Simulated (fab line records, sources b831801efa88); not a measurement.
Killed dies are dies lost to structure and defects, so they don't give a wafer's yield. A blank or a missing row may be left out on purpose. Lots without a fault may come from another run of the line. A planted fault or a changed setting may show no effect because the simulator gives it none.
Which tool did it? | flow sky130 | 14 lots, 42 wafers sampled, at 3 steps of a route of 708

WHAT THE GAUGES READ, wafer by wafer
SKY_CONTACT_CD_MEAS_14: target cd 170 nm. Usual: cd_nm 170.0 nm, standard deviation 1.5.
lot  | measured     | on        | cd_nm (nm)        | flag
L503 | day 31 12:19 | cd_sem-02 | 169.0 169.6 168.8 |
L504 | day 32 04:07 | cd_sem-02 | 168.4 170.2 169.0 |
L505 | day 32 10:54 | cd_sem-02 | 168.2 168.9 166.7 |
L507 | day 33 11:43 | cd_sem-02 | 171.8 171.6 171.7 |
L509 | day 34 04:22 | cd_sem-02 | 168.6 170.6 170.7 |
L510 | day 34 05:40 | cd_sem-02 | 168.2 168.5 168.5 |
L512 | day 34 20:25 | cd_sem-02 | 171.3 172.0 171.4 |
L520 | day 37 02:20 | cd_sem-01 | 172.3 172.1 173.2 |
L521 | day 37 14:43 | cd_sem-02 | 172.1 171.0 171.6 |
L522 | day 37 19:01 | cd_sem-01 | 168.9 168.1 170.5 |
L523 | day 38 01:40 | cd_sem-02 | 170.2 170.7 171.3 |
L524 | day 38 11:37 | cd_sem-01 | 171.0 170.0 169.9 |
L525 | day 38 14:04 | cd_sem-01 | 170.0 170.2 167.6 |
L526 | day 38 20:31 | cd_sem-01 | 170.8 172.3 172.0 |

SKY_VIA1_OVL_MEAS_13. Usual: VIA1_OVL 0 nm, standard deviation 5.7.
lot  | measured     | on         | VIA1_OVL (nm) | flag
L503 | day 33 21:41 | overlay-02 | -4 -1 -5      |
L504 | day 34 13:14 | overlay-01 | -3 -2 -4      |
L505 | day 34 19:20 | overlay-02 | 6 -1 2        |
L507 | day 35 20:19 | overlay-01 | 2 4 1         |
L509 | day 36 12:26 | overlay-01 | -3 -2 -2      |
L510 | day 36 12:36 | overlay-02 | 5 4 3         |
L512 | day 37 03:36 | overlay-02 | -4 -6 -1      |
L522 | day 39 23:54 | overlay-01 | -6 -7 -14     |
L523 | day 40 07:41 | overlay-02 | 8 3 6         |
L524 | day 40 16:41 | overlay-01 | 1 -2 7        |
L525 | day 40 19:12 | overlay-01 | 0 -5 1        |
L526 | day 41 01:10 | overlay-01 | -5 -3 -5      |

WHICH TOOL RAN EACH LOT (tool, then ch and the chambers of the sampled wafers, then the start)
lot  | SKY_METAL1_DEVELOP_14
L503 | litho_track-02 ch 0, day 32 16:00
L504 | litho_track-04 ch 0, day 33 09:00
L505 | litho_track-02 ch 0, day 33 14:00
L507 | litho_track-02 ch 0, day 34 16:00
L509 | litho_track-02 ch 0, day 35 08:00
L510 | litho_track-04 ch 0, day 35 08:00
L512 | litho_track-02 ch 0, day 35 23:00
L520 | litho_track-04, day 38 05:00
L521 | litho_track-04, day 38 18:00
L522 | litho_track-01 ch 0, day 38 21:00
L523 | litho_track-02 ch 0, day 39 05:00
L524 | litho_track-04 ch 0, day 39 14:00
L525 | litho_track-02 ch 0, day 39 16:00
L526 | litho_track-01 ch 0, day 39 22:00
- SKY_METAL1_DEVELOP_14: develop time 60 s.

WHAT THE TOOLS THEMSELVES READ (means of the sampled wafers that have a number; where no wafer has one, the mark that the record gives instead)
SKY_METAL1_DEVELOP_14. Usual: chill_plate_temp_C 23.00 C, standard deviation 0.11.
lot  | tool           | chill_plate_temp_C (C) | flag
L503 | litho_track-02 | 23.06                  |
L504 | litho_track-04 | 22.89                  |
L505 | litho_track-02 | 23.06                  |
L507 | litho_track-02 | 22.92                  |
L509 | litho_track-02 | 23.15                  |
L510 | litho_track-04 | 23.00                  |
L512 | litho_track-02 | 23.01                  |
L520 | litho_track-04 | -                      | OFF
L521 | litho_track-04 | -                      | OFF
L522 | litho_track-01 | 22.95                  |
L523 | litho_track-02 | 23.05                  |
L524 | litho_track-04 | 22.87                  |
L525 | litho_track-02 | 23.03                  |
L526 | litho_track-01 | 23.10                  |

THE ANSWER, worked out from the rows above alone
Rule: a lot is off if the mean of its wafers that have a number lies more than 3 standard deviations from the usual mean. A lot without any number at a reading at which 4 lots or more have one is off too. The other lots that the step has rows for count as sound. The gauges are gone through in route order, then the tools' own readings, and for those a lot's mean is taken as printed above. The first step at which some lot is off is used, and at that step the reading that is off furthest; a lot without a number counts as furthest.
Off: L520, L521, at SKY_METAL1_DEVELOP_14 (chill_plate_temp_C). Without a number there: L520, L521.
A tool fits if, at that step or a process step before it, it ran every lot that is off, and no sound lot after the first of them. None of those tried fits.

WHAT THE SIMULATOR HAD PUT IN
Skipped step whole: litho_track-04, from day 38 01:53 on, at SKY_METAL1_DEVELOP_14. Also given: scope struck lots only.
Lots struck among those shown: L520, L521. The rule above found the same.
